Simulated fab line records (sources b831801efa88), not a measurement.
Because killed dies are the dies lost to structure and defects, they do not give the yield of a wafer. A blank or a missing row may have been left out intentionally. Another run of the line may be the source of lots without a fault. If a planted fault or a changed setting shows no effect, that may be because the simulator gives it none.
A lot that was struck, set against a sound lot ; flow sfqLine ; 13 steps out of a route of 325
Sound: these wafers, L825.3, L825.5, L825.6. Struck: wafer L836.6. (L836.1, L836.4 of the same lot were not struck and are left out.) The cause comes at the end.
Order at every step that has rows: each side's tool, ch and its chambers, its first start. Under that, the readings that differ: sound wafers ; struck wafers ; difference of the means ; sigmas: that difference in standard deviations of wafers without a fault.
alike: readings with means less than 2 such deviations apart, plus words and numbers identical on both sides. not compared: withheld readings, readings lacking a value on some wafer, bounds such as >300 that could conceal the same value, and numbers that have no deviation in the record and whose values overlap.
The two part at a step that has a row with sigmas, a row that says differs or no value, or rows on one side only. Numbers that don't overlap but have no deviation are shown without sigmas and don't part them. A reading missing from all wafers of one side parts the sides only when that side holds two or more wafers.

first, 2 steps without rows for these wafers: SFQ_TRILAYER_I2_VIA_STRIP_SOLV_CLEAN_072 (cleans in NMP, time 600 s); SFQ_TRILAYER_M3_DEP_PRE_CLEAN_074 (time 22.5 s).
SFQ_TRILAYER_M3_DEP_SPUTTER_073: material Nb, target thk 200 nm, time 133.3 s.
  sound on pvdSputter-03 at day 35 01:41; struck on pvdSputter-06 at day 41 08:56
  alike: chamberPressurePa, throttleValvePct
SFQ_M3_RS_MEAS_919: the measuring method here is four-point-probe.
  sound on filmMetro-04 at day 35 01:49; struck on filmMetro-02 at day 41 09:02
  alike: M3_NB_RS
then, 6 steps without rows for these wafers: SFQ_TRILAYER_M3_LITHO_COAT_080 (resist thk 62 nm); SFQ_TRILAYER_M3_LITHO_COAT_075 (resist thk 600 nm); SFQ_TRILAYER_M3_LITHO_SOFTBAKE_079; SFQ_TRILAYER_M3_LITHO_EXPOSE_076 (exposes mask M3, target cd 500 nm); SFQ_TRILAYER_M3_LITHO_PEB_078 (peb time 60 s); SFQ_TRILAYER_M3_LITHO_DEVELOP_077 (time 60 s).
-- the record jumps here: 2 days lie between the struck wafers' starts before and after --
SFQ_M3_OVL_MEAS_921:
  sound on overlay-01 at day 40 17:35; struck on overlay-02 at day 43 11:23
  alike: M3_OVL
SFQ_TRILAYER_M3_BARC_OPEN_METAL_ETCH_100: etches BARC in O2, target depth 125 nm, time 41.7 s.
  sound on rieMetal-04 ch 0,1, day 40 17:38; struck on rieMetal-02 ch 1, day 43 11:25
reading;sound;struck;difference;sigmas
oesProductAu (a.u.);0.689 0.689 0.683;0.648;-0.039;-9
runLengthS (s);69.9 70.1 69.1;75.0;+5.3;+7
model.KrF_of_TRILAYER_M3_LITHO_COAT_075.thkNm (nm);523.8 526.1 525.1;514.8;-10.2;
  alike: drypumpMotorCurrentA
  not compared: rfHoursCounterH
SFQ_TRILAYER_M3_ETCH_METAL_ETCH_078: etches Nb in Cl2/Ar, stops on SiO2, target depth 240 nm, time 120 s.
  sound on rieMetal-04 ch 0,1, day 40 17:43; struck on rieMetal-02 ch 1, day 43 11:29
  alike: drypumpMotorCurrentA, oesProductAu, runLengthS
  not compared: rfHoursCounterH

WHERE THEY PART
Within this record, at SFQ_TRILAYER_M3_BARC_OPEN_METAL_ETCH_100 only. Later steps at which nothing parts them and some readings are alike: SFQ_TRILAYER_M3_ETCH_METAL_ETCH_078.

WHY: what had been put in by the simulator
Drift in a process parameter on rieMetal-02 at SFQ_TRILAYER_M3_BARC_OPEN_METAL_ETCH_100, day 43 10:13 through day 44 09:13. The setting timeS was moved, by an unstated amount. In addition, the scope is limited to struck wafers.
